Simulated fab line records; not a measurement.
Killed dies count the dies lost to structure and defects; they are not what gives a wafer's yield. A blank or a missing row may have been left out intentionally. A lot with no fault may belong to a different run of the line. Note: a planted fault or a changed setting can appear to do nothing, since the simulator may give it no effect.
Comparing a struck lot with a sound one -- flow sky130 -- 18 out of 708 route steps
Sound: wafers L386.1, L386.4, L386.5. Struck: wafers L393.1, L393.2, L393.3. Last of all comes the cause.
For every step that has rows: the tool of each side, followed by ch and its chambers, followed by its first start. Under that, the readings that differ: sound wafers -- struck wafers -- difference of the means -- sigmas: that difference in standard deviations of wafers without a fault.
alike: readings with means less than 2 such deviations apart, plus words and numbers identical on both sides. not compared: withheld readings, readings lacking a value on some wafer, bounds such as >300 that could conceal the same value, and numbers that have no deviation in the record and whose values overlap.
The two part at a step that has a row with sigmas, a row that says differs or no value, or rows on one side only. Numbers that don't overlap but have no deviation are shown without sigmas and don't part them. A reading missing from all wafers of one side parts the sides only when that side holds two or more wafers.

first, 6 steps without rows for these wafers: SKY_RES_XHIGH_COAT_02 (resist thk 1140 nm); SKY_RES_XHIGH_SOFTBAKE_03 (time 60 s); SKY_RES_XHIGH_EXPOSE_04 (exposes mask URPM, target cd 1270 nm); SKY_RES_XHIGH_PEB_05; SKY_RES_XHIGH_DEVELOP_06 (develop time 60 s); SKY_RES_XHIGH_IMPLANT_07.
SKY_RES_XHIGH_STRIP_08: strips in O2/N2.
  sound on plasma asher-03 ch 0,1, day 29 20:23; struck on plasma asher-04 ch 0,1, day 33 06:44
  alike: drypump motor current A, oes product au, strip time to endpoint s
  not compared: rf hours counter h
SKY_RES_XHIGH_TW_MEAS_09:
  sound: film metro-03 at day 29 20:29; struck: film metro-03 at day 33 06:50
  alike: RES_XHIGH_TW
then, 4 steps without rows for these wafers: SKY_SD_N_DEHYDRATE_00 (time 60 s); SKY_SD_N_HMDS_01 (prime time 60 s); SKY_SD_N_COAT_02 (resist thk 1140 nm); SKY_SD_N_SOFTBAKE_03 (time 60 s).
SKY_SD_N_EXPOSE_04: exposes mask NSDM, target cd 380 nm.
  sound on iline stepper-02 ch 0, day 30 10:46; struck on iline stepper-02 ch 0, day 33 20:11
reading,sound,struck,difference,sigmas
model.SD_N.overlay x nm (nm),-2.28 -2.28 -2.28,-80.7 -80.7 -80.7,-78.4,
  alike: mask
then, 2 steps without rows for these wafers: SKY_SD_N_PEB_05; SKY_SD_N_DEVELOP_06 (develop time 60 s).
SKY_SD_N_CD_MEAS_07: target cd 380 nm.
  sound: cd sem-01 at day 30 23:50; struck: cd sem-01 at day 34 08:39
  alike: cd nm
SKY_SD_N_OVL_MEAS_08:
  sound: overlay-01 at day 30 23:57; struck: overlay-02 at day 34 08:59
reading,sound,struck,difference,sigmas
SD_N_OVL (nm),-0.4 -0.8 -0.3,-81.8 -80.6 -79.5,-80.1,-62
  not compared: hold
following that, these wafers have no rows for 1 step: SKY_PAD_OPEN_PROBE_99.

WHERE THEY PART
Only at SKY_SD_N_OVL_MEAS_08, within this record.

WHY: what the simulator had put in
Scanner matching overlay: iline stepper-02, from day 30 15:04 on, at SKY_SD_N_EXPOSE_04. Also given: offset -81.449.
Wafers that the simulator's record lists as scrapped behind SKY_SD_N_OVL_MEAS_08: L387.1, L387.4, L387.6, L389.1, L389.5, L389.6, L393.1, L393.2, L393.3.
